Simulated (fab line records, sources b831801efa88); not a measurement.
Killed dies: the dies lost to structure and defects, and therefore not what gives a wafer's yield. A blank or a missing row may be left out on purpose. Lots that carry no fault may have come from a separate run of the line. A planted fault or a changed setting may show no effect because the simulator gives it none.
2 desks, one fault | flow sky130 | each desk has only its own numbers; what lay behind them comes last

AT THE METROLOGY DESK
What the gauges read for every lot (on any tool): the sampled wafers with a number, averaged. A lot is out of limits, marked OUT, if its mean lies more than 4 standard deviations from the usual mean; the brackets give that distance.
Columns: A = VT_ADJUST_HVTR_OVL at SKY_VT_ADJUST_HVTR_OVL_MEAS_08, usual -0.8 nm; B = SONOS_TUNNEL_OVL at SKY_SONOS_TUNNEL_OVL_MEAS_08, usual 0.8 nm; C = POLY_GATE_CVD_00_THK at SKY_POLY_GATE_THK_MEAS_01, usual 180.8 nm
lot  | first seen here | A    | B    | C
L551 | day 9 16:47     | -0.5 | 1.4  | 180.4
L554 | day 10 14:35    | -0.3 | 1.2  | 182.1
L555 | day 11 01:49    | 1.0  | 0.9  | 181.4
L559 | day 11 23:18    | -1.2 | -1.3 | 179.1
L560 | day 12 04:59    | -1.4 | 2.7  | 179.8
L561 | day 12 08:47    | -1.9 | -0.6 | 180.7
L564 | day 13 15:26    | 1.6  | 1.4  | 136.0 (-25) OUT
L565 | day 13 22:05    | -0.8 | 2.2  | 133.0 (-27) OUT
L573 | day 16 07:46    | 0.2  | 0.6  | 180.2
L574 | day 16 18:41    | -0.5 | 1.6  | 180.1
This desk's finding: out of limits on L564, L565; first on L564, day 18 21:23 (POLY_GATE_CVD_00_THK at SKY_POLY_GATE_THK_MEAS_01). L551, L554, L555, L559, L560, L561, L573, L574: within limits.

AT THE TOOL OWNER'S DESK: lpcvd-01
The tool's own readings at SKY_POLY_GATE_CVD_00 (deposits poly-Si, target thk 180 nm, time 720 s): means of the sampled wafers that have a number, for each lot that ran on this tool. A lot is out of limits, marked OUT, if its mean lies more than 4 standard deviations from the usual mean; the brackets give that distance.
Columns: A = spike-tc-bottom-C at SKY_POLY_GATE_CVD_00, usual 639.8 C; B = spike-tc-centre-C at SKY_POLY_GATE_CVD_00, usual 620.4 C; C = spike-tc-lower-C at SKY_POLY_GATE_CVD_00, usual 621.2 C; D = spike-tc-top-C at SKY_POLY_GATE_CVD_00, usual 636.6 C; E = spike-tc-upper-C at SKY_POLY_GATE_CVD_00, usual 619.8 C; F = zone-power-upper-pct at SKY_POLY_GATE_CVD_00, usual 8.80 %
lot  | first seen here | A               | B               | C               | D                | E               | F
L551 | day 14 00:01    | 640.4           | 619.8           | 620.9           | 637.6            | 619.8           | 8.89
L554 | day 15 02:24    | 640.9           | 620.4           | 621.2           | 637.7            | 618.7           | 8.72
L555 | day 15 17:48    | 640.8           | 620.7           | 621.4           | 638.1            | 620.2           | 8.80
L559 | day 16 19:31    | 638.9           | 620.9           | 621.9           | 634.0            | 619.5           | 8.92
L560 | day 17 02:28    | 638.8           | 620.8           | 620.7           | 634.7            | 619.1           | 8.84
L561 | day 17 09:17    | 641.0           | 620.3           | 621.0           | 636.8            | 619.4           | 8.79
L564 | day 18 20:11    | 627.8 (-10) OUT | 608.4 (-12) OUT | 609.0 (-12) OUT | 625.9 (-5.4) OUT | 607.5 (-12) OUT | 8.47
L565 | day 19 02:11    | 627.8 (-10) OUT | 607.8 (-13) OUT | 609.1 (-12) OUT | 626.1 (-5.2) OUT | 607.4 (-12) OUT | 8.45
L573 | day 21 18:08    | 640.6           | 620.6           | 621.2           | 638.2            | 621.0           | 8.75
L574 | day 22 06:31    | 639.4           | 620.8           | 620.1           | 634.5            | 619.5           | 8.79
This desk finds L564, L565 out of limits, L564 being first, at day 18 20:11 (spike-tc-bottom-C at SKY_POLY_GATE_CVD_00). L551, L554, L555, L559, L560, L561, L573, L574: within limits.

BROUGHT TOGETHER
On L564, L565, at day 18 20:11, an alarm was possible from the tool owner's desk.
On L564, L565, the metrology desk was in a position to raise an alarm at day 18 21:23.
Every lot named ran SKY_POLY_GATE_CVD_00 on lpcvd-01.

WHAT THE SIMULATOR HAD INSERTED
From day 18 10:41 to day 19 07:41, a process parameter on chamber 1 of lpcvd-01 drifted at SKY_POLY_GATE_CVD_00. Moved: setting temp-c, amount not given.
Struck lots among those shown: L564, L565.
Delay (hours) between the fault's onset and each desk's first out-of-limits reading: 10 at the tool owner's desk, 11 at the metrology desk.
